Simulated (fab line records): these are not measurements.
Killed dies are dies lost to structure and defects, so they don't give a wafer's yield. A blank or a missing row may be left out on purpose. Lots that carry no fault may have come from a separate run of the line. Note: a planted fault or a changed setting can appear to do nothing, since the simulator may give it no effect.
Which tool is to blame?    flow sky130    12 lots, 36 wafers sampled, at 5 steps of a route of 708

## WHAT THE GAUGES SHOWED, per wafer
SKY_FIELD_ISO_THK_MEAS_02. Usual: FIELD_ISO_OXIDATION_00_THK typically reads 12.03 nm, with standard deviation 0.23.
lot   measured     on             FIELD_ISO_OXIDATION_00_THK (nm)  flag
L963  day 1 11:39  film_metro-01  11.87 11.80 11.63                
L964  day 1 16:39  film_metro-01  12.10 11.84 12.12                
L965  day 1 23:13  film_metro-01  11.91 11.98 11.80                
L967  day 2 07:49  film_metro-04  11.94 12.01 12.08                
L969  day 2 17:38  film_metro-04  12.10 12.17 12.19                
L970  day 3 03:33  film_metro-04  19.49 19.45 19.65                OFF
L977  day 4 13:04  film_metro-02  19.15 19.25 19.48                OFF
L978  day 4 15:34  film_metro-01  12.06 11.98 12.18                
L979  day 4 19:58  film_metro-04  11.89 12.01 11.74                
L980  day 5 01:11  film_metro-04  12.37 12.11 12.21                
L981  day 5 07:36  film_metro-04  12.23 12.09 12.01                
L984  day 5 21:26  film_metro-01  11.98 12.09 11.84                

SKY_LOCAL_INTERCONNECT_OVL_MEAS_12. Usual: LOCAL_INTERCONNECT_OVL typically reads 0 nm, with standard deviation 6.1.
lot   measured      on          LOCAL_INTERCONNECT_OVL (nm)  flag
L963  day 30 16:12  overlay-01  -8 1 -8                      
L964  day 31 01:30  overlay-01  1 9 4                        
L965  day 31 06:13  overlay-02  -1 -7 -3                     
L967  day 33 05:34  overlay-01  -14 -6 -8                    
L969  day 33 12:57  overlay-01  5 10 1                       
L970  day 34 03:49  overlay-01  4 -3 1                       
L977  day 35 22:30  overlay-02  6 3 5                        
L978  day 35 17:36  overlay-01  3 -4 -1                      
L979  day 36 07:06  overlay-02  -1 1 -1                      
L980  day 36 10:08  overlay-01  -5 -3 -4                     
L981  day 36 14:10  overlay-02  -16 -10 -15                  
L984  day 37 16:19  overlay-01  -2 -9 -2                     

## EACH LOT AND THE TOOL THAT RAN IT (in order: tool; ch and the chambers of the sampled wafers; start)
lot   SKY_FIELD_ISO_OXIDATION_01                                     SKY_GATE_OXIDE_STRIP_13               SKY_POLY_GATE_ETCH_15
L963  furnace-02 ch 0, day 1 10:07                                   plasma_asher-01 ch 0,1, day 13 23:05  rie_diel-02 ch 0,1,3, day 16 15:41
L964  furnace-01 ch 0, day 1 15:08                                   plasma_asher-04 ch 0,1, day 14 05:52  rie_diel-02 ch 1,2, day 16 20:11
L965  furnace-02 ch 0, day 1 21:41                                   plasma_asher-01 ch 0,1, day 14 16:58  rie_diel-04 ch 0,3, day 17 04:38
L967  furnace-02 ch 0, day 2 06:17                                   plasma_asher-01 ch 0,1, day 16 11:01  rie_diel-03 ch 1,2,3, day 19 10:38
L969  furnace-01 ch 0, day 2 16:07                                   plasma_asher-03 ch 0,1, day 16 22:19  rie_diel-03 ch 0,1,3, day 19 19:29
L970  furnace-01 ch 0, day 2 23:08                                   plasma_asher-04 ch 0,1, day 17 16:05  rie_diel-02 ch 2,3, day 20 11:38
L977  furnace-02 ch 0, day 4 08:52 and furnace-01 ch 0, day 4 11:32  plasma_asher-01 ch 0,1, day 19 14:59  rie_diel-04 ch 0,1,2, day 22 14:02
L978  furnace-01 ch 0, day 4 14:04                                   plasma_asher-04 ch 0,1, day 19 14:49  rie_diel-03 ch 0,1,2, day 22 09:47
L979  furnace-01 ch 0, day 4 18:28                                   plasma_asher-03 ch 0,1, day 20 00:07  rie_diel-02 ch 0,1,2, day 22 17:17
L980  furnace-01 ch 0, day 4 23:40                                   plasma_asher-04 ch 0,1, day 20 05:52  rie_diel-02 ch 1,2, day 22 23:35
L981  furnace-02 ch 0, day 5 06:05                                   plasma_asher-04 ch 0,1, day 20 15:49  rie_diel-02 ch 0,1, day 23 09:14
L984  furnace-01 ch 0, day 5 19:54                                   plasma_asher-04 ch 0,1, day 21 20:21  rie_diel-02 ch 2,3, day 24 14:47
- SKY_FIELD_ISO_OXIDATION_01: stabilise 600 s, purge 300 s, target thk 12 nm.
- SKY_GATE_OXIDE_STRIP_13: strips in O2/N2.
- SKY_POLY_GATE_ETCH_15: etches BARC in N2/H2, stops on SiO2, time 118.5 s, target depth 110 nm.

## AS READ BY THE TOOLS THEMSELVES (means over the sampled wafers that have a number; for cases with no such wafer, the mark the record gives instead)
SKY_GATE_OXIDE_STRIP_13. Usual: drypump_motor_current_A 5.7 A, standard deviation 0.31; oes_product_au 0.715 a.u., standard deviation 0.0046; strip_time_to_endpoint_s 14.17 s, standard deviation 0.043.
lot   tool             drypump_motor_current_A (A)  oes_product_au (a.u.)  strip_time_to_endpoint_s (s)  flag
L963  plasma_asher-01  6.0                          0.720                  14.23                         
L964  plasma_asher-04  5.4                          0.716                  14.15                         
L965  plasma_asher-01  6.0                          0.714                  14.17                         
L967  plasma_asher-01  6.1                          0.715                  14.14                         
L969  plasma_asher-03  5.7                          0.717                  14.15                         
L970  plasma_asher-04  5.4                          0.715                  14.18                         
L977  plasma_asher-01  6.0                          0.716                  14.08                         
L978  plasma_asher-04  5.6                          0.718                  14.11                         
L979  plasma_asher-03  5.7                          0.712                  14.23                         
L980  plasma_asher-04  5.6                          0.714                  14.19                         
L981  plasma_asher-04  5.6                          0.715                  14.18                         
L984  plasma_asher-04  5.6                          0.715                  14.20                         

SKY_POLY_GATE_ETCH_15. Usual: drypump_motor_current_A 5.7 A, standard deviation 0.58; h2_flow_sccm 200.0 sccm, standard deviation 0.62; oes_product_au 0.717 a.u., standard deviation 0.0042; throttle_valve_pct 13.213 %, standard deviation 0.0087.
lot   tool         drypump_motor_current_A (A)  h2_flow_sccm (sccm)  oes_product_au (a.u.)  throttle_valve_pct (%)  flag
L963  rie_diel-02  6.2                          200.2                0.713                  13.210                  
L964  rie_diel-02  5.5                          200.2                0.712                  13.212                  
L965  rie_diel-04  5.1                          199.2                0.714                  13.217                  
L967  rie_diel-03  5.2                          200.2                0.718                  13.207                  
L969  rie_diel-03  5.6                          200.1                0.713                  13.223                  
L970  rie_diel-02  6.4                          199.6                0.715                  13.207                  
L977  rie_diel-04  5.5                          199.5                0.717                  13.222                  
L978  rie_diel-03  5.6                          199.7                0.717                  13.221                  
L979  rie_diel-02  5.8                          199.9                0.720                  13.210                  
L980  rie_diel-02  5.6                          199.6                0.719                  13.215                  
L981  rie_diel-02  5.8                          199.8                0.716                  13.224                  
L984  rie_diel-02  5.9                          200.0                0.719                  13.215                  

## THE ANSWER, worked out from the rows above alone
Rule: take the mean of a lot's wafers that have a number; if it is more than 3 standard deviations from the usual mean, the lot is off. A lot without any number at a reading at which 4 lots or more have one is off too. Where the step has rows for the other lots, those lots are counted as sound. The gauges are gone through in route order, then the tools' own readings, and for those a lot's mean is taken as printed above. The first step at which some lot is off is used, and at that step the reading that is off furthest; a lot without a number counts as furthest.
Off: L970, L977, seen at SKY_FIELD_ISO_THK_MEAS_02 (FIELD_ISO_OXIDATION_00_THK).
A tool fits if, at a process step before that reading, it ran every lot that is off, and no sound lot after the first of them. Those tools and the gauges at SKY_FIELD_ISO_THK_MEAS_02 are tried in the same way. None of those tried fits.

## WHAT WAS PUT IN BY THE SIMULATOR
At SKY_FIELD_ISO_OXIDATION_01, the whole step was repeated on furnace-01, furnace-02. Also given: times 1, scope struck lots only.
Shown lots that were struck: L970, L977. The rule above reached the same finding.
